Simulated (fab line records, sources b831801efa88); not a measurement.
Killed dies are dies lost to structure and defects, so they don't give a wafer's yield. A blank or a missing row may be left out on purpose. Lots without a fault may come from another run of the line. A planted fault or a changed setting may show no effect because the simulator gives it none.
fab line records | flow sky130 | part 2 of 2: steps 28 to 37 of 37
record lots=5 wafers=15 last_day=48
route steps=708 shown METAL2@491 VIA2@507
lots that met no fault: from a run of the same line without faults
start_h: hours from the record's first day to the start of the lot's first wafer shown | wait_h: hours since the lot's step before | " the same as in the row above | L1.1+2: a row that stands for several wafers | - no value, or no start given | * or withheld: withheld | < > ~ a bound
route shown NAME@n: a module of which the file shows steps, and the number in the route of the first | usual: mean/standard deviation of fault-free wafers | same: alike in all rows | chamber/n: place in a boat | sites: the reading at each site | _std_site: their standard deviation | _edge_site: outer sites' mean less inner sites' | radius_mm: how far each site lies from the wafer's centre | mask NAME#n: copy n | behind: the tool/chamber that last shaped the wafer | hold: why the lot was held/for how many hours/how that ended | device: the transistor (n, p or np) that didn't switch | end of line: the same wafers' tests at the end of the route | a step without rows: its recipe alone | killed: dies lost to structure and defects at the first sort, not the wafer's yield | map: a wafer's dies, x killed, . not, _ none there
set.NAME: the setting as run; set.NAME@STEP: as run at that earlier step | model.NAME: the simulator's own value behind a step, which no gauge read
lots at some steps of the route; a table a step, a row a wafer
services: from which hour (start_h, from the record's first day; less than 0 if before it) a tool's chamber was out of use, for how many hours, and why
## steps
# step SKY_VIA2_DEVELOP_11
# recipe develop_time_s=60 resist=KrF-thick dev_temp_c=21
# usual chill_plate_temp_C=23.01/0.12
# columns lot.wafer tool chamber start_h wait_h chill_plate_temp_C
L079.2 litho_track-01 0 - - 23.02
L079.3 " 0 " " 23.03
L079.4 " 0 " " 22.83
L083.1 litho_track-02 0 - - 23.30
L083.3 " 0 " " 23.07
L083.4 " 0 " " 23.12
L084.3 litho_track-02 0 - - 22.91
L084.4 " 0 " " 23.02
L084.5 " 0 " " 23.10
L085.1 litho_track-03 0 - - 22.90
L085.4 " 0 " " 22.86
L085.6 " 0 " " 22.78
L088.2 litho_track-01 0 - - 22.95
L088.4 " 0 " " 22.91
L088.6 " 0 " " 23.05
# step SKY_VIA2_CD_MEAS_12
# recipe target_cd_nm=200
# usual cd_nm=199.9/1.5
# columns lot.wafer tool chamber start_h wait_h cd_nm
L079.2 cd_sem-01 - 887.69 - 199.8
L079.3 " - " " 199.0
L079.4 " - " " 199.0
L083.1 cd_sem-02 - 915.63 - 197.0
L083.3 " - " " 198.1
L083.4 " - " " 199.3
L084.3 cd_sem-02 - 920.62 - 201.3
L084.4 " - " " 200.6
L084.5 " - " " 200.3
L085.1 cd_sem-01 - 929.01 - 201.4
L085.4 " - " " 200.1
L085.6 " - " " 200.3
L088.2 cd_sem-02 - 948.09 - 202.5
L088.4 " - " " 202.2
L088.6 " - " " 202.1
# step SKY_VIA2_OVL_MEAS_13
# usual VIA2_OVL=3/5.9
# columns lot.wafer tool chamber start_h wait_h VIA2_OVL[nm]
L079.2 overlay-01 - 887.80 0.1 2
L079.3 " - " " -8
L079.4 " - " " -7
L083.1 overlay-02 - 915.75 0.1 6
L083.3 " - " " 5
L083.4 " - " " 5
L084.3 overlay-02 - 920.71 0.1 -1
L084.4 " - " " 3
L084.5 " - " " 0
L085.1 overlay-02 - 929.13 0.1 3
L085.4 " - " " -4
L085.6 " - " " 6
L088.2 overlay-02 - 948.20 0.1 6
L088.4 " - " " -1
L088.6 " - " " 9
# step SKY_VIA2_ETCH_14
# recipe chemistry=N2/H2 target=BARC ion_energy_ev=200 source_w=500 bias_w=100 pressure_mtorr=30 n2_flow_sccm=100 h2_flow_sccm=200 stop_on=SiO2 time_s=45.9 target_depth_a=600
# usual drypump_motor_current_A=5.7/0.35 oes_product_au=0.855/0.0047 throttle_valve_pct=13.224/0.0092
# columns lot.wafer tool chamber start_h wait_h drypump_motor_current_A oes_product_au rf_hours_counter_h throttle_valve_pct
L079.2 rie_diel-02 1 887.83 0.0 6.1 0.854 13 13.239
L079.3 " 2 " " 5.3 0.851 9 13.210
L079.4 " 0 " " 5.4 0.859 10 13.225
L083.1 rie_diel-01 3 915.79 0.0 5.3 0.858 19 13.224
L083.3 " 1 " " 5.8 0.861 10 13.222
L083.4 " 0 " " 5.5 0.848 17 13.213
L084.3 rie_diel-04 2 920.74 0.0 6.4 0.852 26 13.217
L084.4 " 0 " " 5.6 0.846 19 13.213
L084.5 " 1 " " 5.2 0.847 - 13.214
L085.1 rie_diel-04 1 929.17 0.0 5.2 0.852 25 13.215
L085.4 " 0 " " 5.5 0.854 19 13.237
L085.6 " 3 " " 5.9 0.865 - 13.222
L088.2 rie_diel-04 1 948.23 0.0 5.2 0.853 25 13.228
L088.4 " 2 " " 6.4 0.846 27 13.224
L088.6 " 3 " " 5.9 0.853 - 13.215
# step SKY_VIA2_ETCH_15
# recipe target=SiO2 chemistry=C4F8/O2/Ar target_depth_nm=546 stop_on=TiN mask_material=KrF-thick source_w=1500 bias_w=1200 pressure_mtorr=40 c4f8_flow_sccm=withheld O2_flow_sccm=6 Ar_flow_sccm=300 time_s=84
# usual oes_product_au=0.940/0.0045
# columns lot.wafer tool chamber start_h wait_h oes_product_au rf_hours_counter_h
L079.2 rie_diel-02 1 887.87 0.0 0.941 13
L079.3 " 2 " " 0.937 9
L079.4 " 0 " " 0.940 10
L083.1 rie_diel-01 3 915.83 0.0 0.945 19
L083.3 " 1 " " 0.938 10
L083.4 " 0 " " 0.944 17
L084.3 rie_diel-04 2 920.78 0.0 0.936 26
L084.4 " 0 " " 0.944 19
L084.5 " 1 " " 0.933 -
L085.1 rie_diel-04 1 929.21 0.0 0.942 25
L085.4 " 0 " " 0.943 19
L085.6 " 3 " " 0.942 -
L088.2 rie_diel-04 1 948.27 0.0 0.937 25
L088.4 " 2 " " 0.940 27
L088.6 " 3 " " 0.936 -
# step SKY_VIA2_STRIP_16
# recipe chemistry=O2/N2 power_w=1400 pressure_mtorr=1500 platen_temp_c=withheld o2_flow_sccm=3000 n2_flow_sccm=300 overash_fraction=0.5
# usual drypump_motor_current_A=5.5/0.36 oes_product_au=0.399/0.0047 strip_time_to_endpoint_s=4.052/0.027
# columns lot.wafer tool chamber start_h wait_h drypump_motor_current_A oes_product_au rf_hours_counter_h strip_time_to_endpoint_s
L079.2 plasma_asher-03 1 887.93 0.0 5.1 0.402 107 4.045
L079.3 " 0 " " 5.0 0.394 - 4.056
L079.4 " 1 " " 5.1 0.403 - 4.075
L083.1 plasma_asher-04 0 915.89 0.0 6.0 0.396 15 4.045
L083.3 " 1 " " 5.5 0.392 - 4.050
L083.4 " 0 " " 6.0 0.390 - 4.019
L084.3 plasma_asher-04 1 920.88 0.1 5.5 0.400 - 4.061
L084.4 " 0 " " 6.0 0.393 - 4.098
L084.5 " 1 " " 5.5 0.400 - 4.036
L085.1 plasma_asher-01 1 929.27 0.0 5.8 0.396 53 3.988
L085.4 " 1 " " 5.8 0.391 - 4.038
L085.6 " 1 " " 5.8 0.398 - 4.023
L088.2 plasma_asher-01 0 948.34 0.0 5.4 0.389 54 3.992
L088.4 " 0 " " 5.5 0.398 - 4.018
L088.6 " 1 " " 5.8 0.394 - 4.043
# step SKY_VIA2_STRIP_17
# recipe chemistry=post_etch_residue_remover time_s=1200 temp_c=72.5
# columns lot.wafer tool chamber start_h wait_h
L079.2+3+4 wet_bench-03 3 888.03 0.1
L083.1+3+4 wet_bench-01 3 915.99 0.1
L084.3+4+5 wet_bench-02 2 920.99 0.1
L085.1+4+6 wet_bench-02 1 929.37 0.1
L088.2+4+6 wet_bench-02 0 948.44 0.1
# step SKY_VIA2_CLEAN_18
# recipe chemistry=IPA time_s=180 temp_c=25
# columns lot.wafer tool chamber start_h wait_h
L079.2+3+4 wet_bench-01 2 888.38 0.0
L083.1+3+4 wet_bench-01 1 916.40 0.0
L084.3+4+5 wet_bench-03 1 921.36 0.0
L085.1+4+6 wet_bench-03 3 929.75 0.0
L088.2+4+6 wet_bench-03 0 948.78 0.0
# step SKY_VIA2_CLEAN_19
# recipe chemistry=O3/DIW dry=n2_spin
# columns lot.wafer tool chamber start_h wait_h
L079.2+3+4 wet_bench-02 1 888.43 0.0
L083.1+3+4 wet_bench-01 2 916.47 0.0
L084.3+4+5 wet_bench-01 2 921.42 0.0
L085.1+4+6 wet_bench-01 2 929.80 0.0
L088.2+4+6 wet_bench-01 2 948.84 0.0
# step SKY_VIA2_SPUTTER_20
# recipe material=TiN target_thk_nm=20 chamber_pressure_pa=5 power_w=4000 time_s=80
# usual throttle_valve_pct=30.0/0.88
# columns lot.wafer tool chamber start_h wait_h throttle_valve_pct
L079.2 pvd_sputter-02 - 888.53 0.0 29.8
L079.3 " - " " 30.3
L079.4 " - " " 30.5
L083.1 pvd_sputter-02 - 916.58 0.0 28.6
L083.3 " - " " 30.6
L083.4 " - " " 30.0
L084.3 pvd_sputter-02 - 921.53 0.0 29.8
L084.4 " - " " 30.4
L084.5 " - " " 30.7
L085.1 pvd_sputter-02 - 929.90 0.0 30.8
L085.4 " - " " 28.3
L085.6 " - " " 28.6
L088.2 pvd_sputter-02 - 948.93 0.0 30.1
L088.4 " - " " 30.2
L088.6 " - " " 29.6
## services
# columns tool chamber start_h hours kind
rie_diel-04 1 828.45 9.7 repair
rie_diel-04 3 836.02 1.4 repair
krf_scanner-01 - 843.52 4.4 pm
krf_scanner-02 - 865.83 4.4 pm
rie_metal-03 1 869.59 1.9 repair
krf_scanner-01 - 870.29 0.8 pm
rie_diel-01 1 872.11 2.4 repair
krf_scanner-01 - 886.53 7.4 repair
rie_metal-01 0 888.64 6.2 repair
rie_metal-01 0 899.28 4.7 repair
cmp-02 - 900.07 5.6 pm
plasma_asher-04 - 902.95 12.9 pm
wet_bench-01 - 909.38 4.4 repair
krf_scanner-02 - 910.60 0.2 repair
cmp-02 - 925.84 8.8 pm
krf_scanner-01 - 928.69 1.0 pm
rie_diel-01 2 930.93 3.9 repair
rie_metal-01 0 933.20 41.5 repair
krf_scanner-02 - 934.72 1.0 pm
krf_scanner-01 - 936.84 4.0 pm
rie_metal-01 1 941.49 1.2 repair
wet_bench-03 - 944.20 1.1 repair
krf_scanner-01 - 947.63 0.8 pm
krf_scanner-02 - 948.44 0.8 pm
